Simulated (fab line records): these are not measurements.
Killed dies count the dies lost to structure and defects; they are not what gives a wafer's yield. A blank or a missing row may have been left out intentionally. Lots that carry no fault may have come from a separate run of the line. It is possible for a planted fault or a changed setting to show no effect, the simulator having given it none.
Problem report in the 8D (eight disciplines) form, filled by code || flow gf180mcu || the parts of the form that need people (team, actions taken, sign-off) are left out

1. THE PROBLEM
Wafers free of any fault read 651 nm (standard deviation 7.3) for STI_CVD_23_THK at GF_STI_THK_MEAS_24, against a mean of 532 nm on 4 wafers of 3 lots. Relative to the usual mean, that is a shift of -16 standard deviations.
Seen first at day 6 05:04 on filmMetro-04, wafer L418.3. Wafers with a number at this step in the record: 36, from 12 lots. By rule, "out" or "out of limits" means more than 4 standard deviations away from the usual mean. The rest of the wafers with a number are treated as sound.

2. WHAT IT IS, WHAT IT ISN'T
{"question": "which readings at this step", "is": "STI_CVD_23_THK", "is not": "-"}
{"question": "which lots", "is": "L418, L419, L422", "is not": "L399, L400, L401, L403, L404, L406, L408, L411, L412"}
{"question": "which wafers of those lots", "is": "L418.3, L418.5, L419.2, L422.2", "is not": "L418.2, L419.3, L419.4, L422.1, L422.4"}
{"question": "read on which gauges", "is": "filmMetro-02, filmMetro-04", "is not": "filmMetro-03"}
{"question": "when", "is": "from day 6 05:04", "is not": "up to then (28 sound wafers); but 4 sound wafers of L419, L422 came after"}

3. SUSPECTS, AND WHAT RULES EACH OUT
Counting: a tool at a process step up to the reading stays a suspect if it ran every lot that is out. Sound lots after the first of them don't rule it out here, since some wafers of a struck lot are sound.
- the gauge at GF_STI_THK_MEAS_24 has been ruled out. Those wafers that are out were read across 2 gauges (filmMetro-02, filmMetro-04).
- hdpcvd-01 at GF_STI_CVD_23 (deposits SiO2, target thk 650 nm, time 108.3 s): kept. It ran every lot that is out, first L418 (day 6 04:59); its last sound lot up to then is L412 (day 4 23:01).
Remaining after the count: hdpcvd-01 at GF_STI_CVD_23.

4. THE CAUSE (what the simulator had put in)
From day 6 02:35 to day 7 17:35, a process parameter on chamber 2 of hdpcvd-01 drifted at GF_STI_CVD_23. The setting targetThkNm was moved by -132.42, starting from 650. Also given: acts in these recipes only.
The count eliminated every tool but this one.

5. SEQUENCE OF EFFECTS, ordered by route
One row per reading whose mean, taken over the struck wafers that have a number, lies over 3 standard deviations from the usual. Readings are gone through only where the record gives a usual standard deviation; hours: the median, over the lots, of the time from a lot's start at the first step in this table giving one to that lot's start at this step; sigmas: the change measured in usual standard deviations.
{"hours": 0, "step": "GF_STI_THK_MEAS_24", "reading": "STI_CVD_23_THK", "usual": "651 nm", "on struck wafers": 532, "change": -119, "sigmas": -16}
{"hours": 0, "step": "GF_STI_CMP_25", "reading": "timeToEndpointS", "usual": "124 s", "on struck wafers": 99, "change": -25, "sigmas": -6.2}
Its process steps:
- GF_STI_CMP_25: polishes, stops on Si3N4, t overpolish 33 s, target thk 524.6 nm.
At these later measuring or inspecting steps, every struck wafer for which the step has a row has a number for every such reading, and none has moved that far: GF_NWELL_OVL_MEAS_07.

6. WHAT WOULD HAVE CAUGHT IT SOONER
The first out-of-limits reading at a measuring or inspecting step in this record came at day 6 05:04, 2 hours after the fault's start at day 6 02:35.
Among the 3 lots that are out, L419, L422 began GF_STI_CVD_23 on hdpcvd-01 after day 6 05:04. A hold on the tool at that time would have spared those 2.
